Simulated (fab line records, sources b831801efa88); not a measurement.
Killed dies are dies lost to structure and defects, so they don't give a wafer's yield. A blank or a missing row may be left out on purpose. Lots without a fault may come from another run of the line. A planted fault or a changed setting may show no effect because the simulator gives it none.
Chamber matching | flow gf180mcu | GF_PASSIVATION_CVD_00 on pecvd-04: 3 sister chambers
The step deposits SiO2 from TEOS, target thk 1000 nm, time 111.95 s. 6 wafers are shown with their chamber, then 9 later ones without.

WAFERS WITH THEIR CHAMBER
wafer  | chamber | heater_power_w (W)
L086.1 | 0       | 713
L086.2 | 2       | 707
L086.5 | 1       | 515
L088.1 | 2       | 707
L088.5 | 0       | 685
L088.6 | 1       | 511

WAFERS WITHOUT THEIR CHAMBER
wafer  | heater_power_w (W)
L091.4 | 646
L091.5 | 742
L091.6 | 561
L093.1 | 739
L093.4 | 737
L093.6 | 635
L097.1 | 589
L097.2 | 643
L097.5 | 619

WHICH CHAMBER EACH WENT THROUGH
wafer  | from the rows above     | in truth
L091.4 | can't be placed: 0 or 2 | 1
L091.5 | can't be placed: 2 or 0 | 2
L091.6 | 1                       | 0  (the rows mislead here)
L093.1 | can't be placed: 2 or 0 | 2
L093.4 | can't be placed: 2 or 0 | 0
L093.6 | can't be placed: 0 or 2 | 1
L097.1 | 1                       | 1
L097.2 | can't be placed: 0 or 2 | 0
L097.5 | can't be placed: 0 or 2 | 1
Placed correctly: 1 of 9. Can't be placed from these rows: 7 (the true chamber is among the candidates in 4). Placed wrongly: 1.
How it was worked out, from the rows above alone: a wafer's distance from a chamber is the root of the sum, over the readings, of the square of ((its reading less the chamber's mean) divided by the reading's scatter). The wafer belongs to the nearest chamber; if the next one is less than 2 further off, it can't be placed. A chamber's mean is the mean of its shown wafers. The scatter: the root of (the sum of the squares of (reading less its chamber's mean) over the shown wafers, divided by (wafers less chambers)).
